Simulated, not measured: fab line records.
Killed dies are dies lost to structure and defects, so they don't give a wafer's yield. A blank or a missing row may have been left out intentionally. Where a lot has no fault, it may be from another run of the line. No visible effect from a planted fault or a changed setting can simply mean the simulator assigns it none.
Struck lot and sound lot, side by side | flow sky130 | 14 steps out of a route of 708
Sound: wafers L973.2, L973.3, L973.4. Struck: wafer L966.5. (L966.3 of the same lot was not struck and is left out.) The cause comes at the end.
For every step that has rows: the tool of each side, followed by ch and its chambers, followed by its first start. Under that, the readings that differ: sound wafers | struck wafers | difference of the means | sigmas: that difference in standard deviations of wafers without a fault.
alike: readings whose means differ by less than 2 such deviations, and words and numbers that are the same on both sides. not compared: withheld readings, readings that some wafer has no value for, bounds like >300 that may hide the same value, and numbers for which the record gives no deviation and whose values overlap.
The two part at a step that has a row with sigmas, a row that says differs or no value, or rows on one side only. Non-overlapping numbers with no deviation appear without sigmas and do not part them. A reading missing from all wafers of one side parts the sides only when that side holds two or more wafers.

SKY_VIA2_CMP_02: polishes SiO2.
  sound on cmp-01 ch 0,2,3, day 39 12:25; struck on cmp-01 ch 1, day 38 05:12
  alike: motor_current_A
SKY_VIA2_BOW_MEAS_03:
  sound on film_metro-01 at day 39 12:41; struck on film_metro-02 at day 38 05:23
  alike: VIA2_BOW
then, 8 steps without rows for these wafers: SKY_VIA2_DEHYDRATE_04 (time 60 s); SKY_VIA2_HMDS_05 (prime time 60 s); SKY_VIA2_COAT_06 (resist thk 60 nm); SKY_VIA2_COAT_07 (resist thk 450 nm); SKY_VIA2_SOFTBAKE_08 (time 90 s); SKY_VIA2_EXPOSE_09 (exposes mask VIM2, target cd 200 nm); SKY_VIA2_PEB_10; SKY_VIA2_DEVELOP_11 (develop time 60 s).
SKY_VIA2_CD_MEAS_12 targets a cd of 200 nm.
  sound on cd_sem-02 at day 40 12:38; struck on cd_sem-01 at day 39 06:19
  alike: cd_nm
SKY_VIA2_OVL_MEAS_13:
  sound on overlay-01 at day 40 12:45; struck on overlay-02 at day 39 06:24
  alike: VIA2_OVL
SKY_VIA2_ETCH_14: etches BARC in N2/H2, stops on SiO2, time 45.9 s, target depth 60 nm.
  sound on rie_diel-04 ch 1,2,3, day 40 12:47; struck on rie_diel-02 ch 1, day 39 06:26
  reading                                     | sound             | struck | difference | sigmas
  oes_product_au (a.u.)                       | 0.851 0.860 0.855 | 0.921  | +0.066     | +13
  run_length_s (s)                            | 73.9 74.8 74.8    | 71.2   | -3.3       | -7
  model.KrF-thick_of_VIA2_COAT_07.thk_nm (nm) | 391.7 393.9 394.5 | 398.2  | +4.8       |
  alike: drypump_motor_current_A, throttle_valve_pct
  not compared: rf_hours_counter_h
SKY_VIA2_ETCH_15: etches SiO2 in C4F8/O2/Ar, stops on TiN, target depth 546 nm, time 84 s.
  sound on rie_diel-04 ch 1,2,3, day 40 12:49; struck on rie_diel-02 ch 1, day 39 06:28
  alike: oes_product_au, run_length_s
  not compared: rf_hours_counter_h

## WHERE THEY PART
Only at SKY_VIA2_ETCH_14, within this record. Later steps at which nothing parts them and some readings are alike: SKY_VIA2_ETCH_15.

WHY: the cause the simulator had injected
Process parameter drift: rie_diel-02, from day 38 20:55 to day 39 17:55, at SKY_VIA2_ETCH_14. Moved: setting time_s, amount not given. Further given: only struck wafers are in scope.
